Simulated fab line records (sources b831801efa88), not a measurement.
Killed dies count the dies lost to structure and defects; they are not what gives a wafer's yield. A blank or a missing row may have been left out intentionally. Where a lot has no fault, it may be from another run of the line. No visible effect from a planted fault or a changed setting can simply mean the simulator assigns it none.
Comparing a struck lot with a sound one | flow sky130 | 32 out of 708 route steps
Sound: these wafers, L914.1, L914.4, L914.6. Wafers L911.1, L911.4, L911.5 were the ones struck. The cause is given at the end.
Order at every step that has rows: each side's tool, ch and its chambers, its first start. Under that, the readings that differ: sound wafers | struck wafers | difference of the means | sigmas: that difference in standard deviations of wafers without a fault.
alike: readings whose means differ by less than 2 such deviations, and words and numbers that are the same on both sides. not compared: withheld readings, readings that some wafer has no value for, bounds like >300 that may hide the same value, and numbers for which the record gives no deviation and whose values overlap.
A row with sigmas, a row that says differs or no value, or rows on one side alone: a step with any of these is where the two part. Non-overlapping numbers with no deviation appear without sigmas and do not part them. A reading missing from all wafers of one side parts the sides only when that side holds two or more wafers.

first, 4 steps without rows for these wafers: SKY_LOCAL_INTERCONNECT_SOFTBAKE_07 (time 90 s); SKY_LOCAL_INTERCONNECT_EXPOSE_08 (exposes mask LI1M, target cd 170 nm); SKY_LOCAL_INTERCONNECT_PEB_09; SKY_LOCAL_INTERCONNECT_DEVELOP_10 (develop time 60 s).
SKY_LOCAL_INTERCONNECT_CD_MEAS_11: the cd target is 170 nm.
  sound on cd sem-01 at day 35 10:27; struck on cd sem-02 at day 34 14:33
  reading    | sound             | struck            | difference | sigmas
  cd nm (nm) | 167.8 167.5 167.3 | 172.3 171.9 172.8 | +4.8       | +3
SKY_LOCAL_INTERCONNECT_OVL_MEAS_12:
  sound on overlay-01 at day 35 10:34; struck on overlay-02 at day 34 14:40
  alike: LOCAL_INTERCONNECT_OVL
then, 2 steps without rows for these wafers: SKY_LOCAL_INTERCONNECT_ETCH_13 (etches BARC in N2/H2, stops on SiO2, time 45.9 s, target depth 60 nm); SKY_LOCAL_INTERCONNECT_METAL_ETCH_14 (etches TiN in Cl2/BCl3, stops on PSG, target depth 110 nm, time 31.4 s).
SKY_LOCAL_INTERCONNECT_STRIP_15: strips in O2/N2.
  sound on plasma asher-04 ch 1, day 35 10:43; struck on plasma asher-04 ch 0,1, day 34 14:49
  alike: drypump motor current A, oes product au, strip time to endpoint s
  not compared: rf hours counter h
then, 3 steps without rows for these wafers: SKY_LOCAL_INTERCONNECT_STRIP_16 (strips in post etch residue remover, time 1200 s); SKY_LOCAL_INTERCONNECT_CLEAN_17 (cleans in IPA, time 180 s); SKY_LOCAL_INTERCONNECT_CLEAN_18 (cleans in O3/DIW).
SKY_CONTACT_CVD_00: deposits Si3N4, target thk 75 nm.
  sound on pecvd-02 ch 1,2, day 35 11:25; struck on pecvd-01 ch 0,2, day 34 15:25
  no value came back on the struck wafers for heater power outer w (W), heater power w (W); on the sound wafers heater power outer w (W) reads 379 297 378
then, 1 step without rows for these wafers: SKY_CONTACT_HDPCVD_02 (deposits SiO2, target thk 565 nm, time 94.2 s).
SKY_CONTACT_THK_MEAS_03:
  sound on film metro-02 at day 35 11:35; struck on film metro-04 at day 34 15:35
  alike: CONTACT_HDPCVD_THK
SKY_CONTACT_CMP_04: polishes SiO2.
  sound on cmp-02 ch 0,1,2, day 35 11:41; struck on cmp-01 ch 0,2,3, day 34 15:41
  alike: motor current A
SKY_CONTACT_BOW_MEAS_05:
  sound on film metro-02 at day 35 11:56; struck on film metro-03 at day 34 15:56
  alike: CONTACT_BOW
then, 8 steps without rows for these wafers: SKY_CONTACT_DEHYDRATE_06 (time 60 s); SKY_CONTACT_HMDS_07 (prime time 60 s); SKY_CONTACT_COAT_08 (resist thk 60 nm); SKY_CONTACT_COAT_09 (resist thk 446 nm); SKY_CONTACT_SOFTBAKE_10 (time 90 s); SKY_CONTACT_EXPOSE_11 (exposes mask CTM1, target cd 170 nm); SKY_CONTACT_PEB_12; SKY_CONTACT_DEVELOP_13 (develop time 60 s).
SKY_CONTACT_CD_MEAS_14: the cd target is 170 nm.
  sound on cd sem-01 at day 36 14:23; struck on cd sem-01 at day 35 18:00
  alike: cd nm
SKY_CONTACT_OVL_MEAS_15:
  sound on overlay-02 at day 36 14:30; struck on overlay-02 at day 35 18:07
  alike: CONTACT_OVL
SKY_CONTACT_ETCH_16: etches BARC in N2/H2, stops on SiO2, time 45.9 s, target depth 60 nm.
  sound on rie diel-03 ch 2,3, day 36 14:32; struck on rie diel-03 ch 2,3, day 35 18:10
  alike: drypump motor current A, oes product au, throttle valve pct
  not compared: rf hours counter h
SKY_CONTACT_ETCH_17: etches SiO2 in C4F8/O2/Ar, stops on Si3N4, target depth 340 nm.
  sound on rie diel-03 ch 2,3, day 36 14:34; struck on rie diel-03 ch 2,3, day 35 18:12
  alike: oes product au
SKY_CONTACT_ETCH_18: etches Si3N4 in CHF3/O2, stops on TiN, time 39 s, target depth 75 nm.
  sound: rie diel-03 ch 2,3; struck: rie diel-03 ch 2,3
  reading                  | sound             | struck            | difference | sigmas
  oes product au (a.u.)    | 0.845 0.862 0.855 | 0.375 0.376 0.378 | -0.478     | -56
  throttle valve pct (%)   | 8.787 8.795 8.766 | 8.678 8.681 8.669 | -0.107     | -12
  model.etch.depth nm (nm) | 73.54 75.57 74.26 | 0 0 0             | -74        |
  alike: drypump motor current A
  not compared: rf hours counter h
SKY_CONTACT_STRIP_19: strips in O2/N2.
  sound on plasma asher-01 ch 0,1, day 36 14:40; struck on plasma asher-04 ch 0,1, day 35 18:17
  reading                     | sound       | struck      | difference | sigmas
  drypump motor current A (A) | 4.9 4.9 5.6 | 6.1 5.8 6.1 | +0.9       | +2
  alike: oes product au, strip time to endpoint s
  not compared: rf hours counter h
-- the record jumps here: 13 days lie between the struck wafers' starts before and after (it left off in module CONTACT and takes up again in module PAD_OPEN, whose first step shown is number 708 of the route) --
SKY_PAD_OPEN_PROBE_99:
  sound on prober-01 at day 49 09:28; struck on prober-01 at day 48 20:50
  reading                          | sound     | struck   | difference | sigmas
  killed at contacts               | 28 31 26  | 18 15 15 | -12        | -2
  killed dies                      | 104 87 92 | 80 78 65 | -20        | -2
  model.etest.met1 comb.over limit | 0 0 0     | 1 1 1    | +1         |
  alike: killed_at_M0_to_M3, killed_at_M4_up, killed at front end, killed at other, killed open, killed short

WHERE THEY PART
Earliest at SKY_LOCAL_INTERCONNECT_CD_MEAS_11; latest, in this record, at SKY_PAD_OPEN_PROBE_99.

WHY: what the simulator had put in
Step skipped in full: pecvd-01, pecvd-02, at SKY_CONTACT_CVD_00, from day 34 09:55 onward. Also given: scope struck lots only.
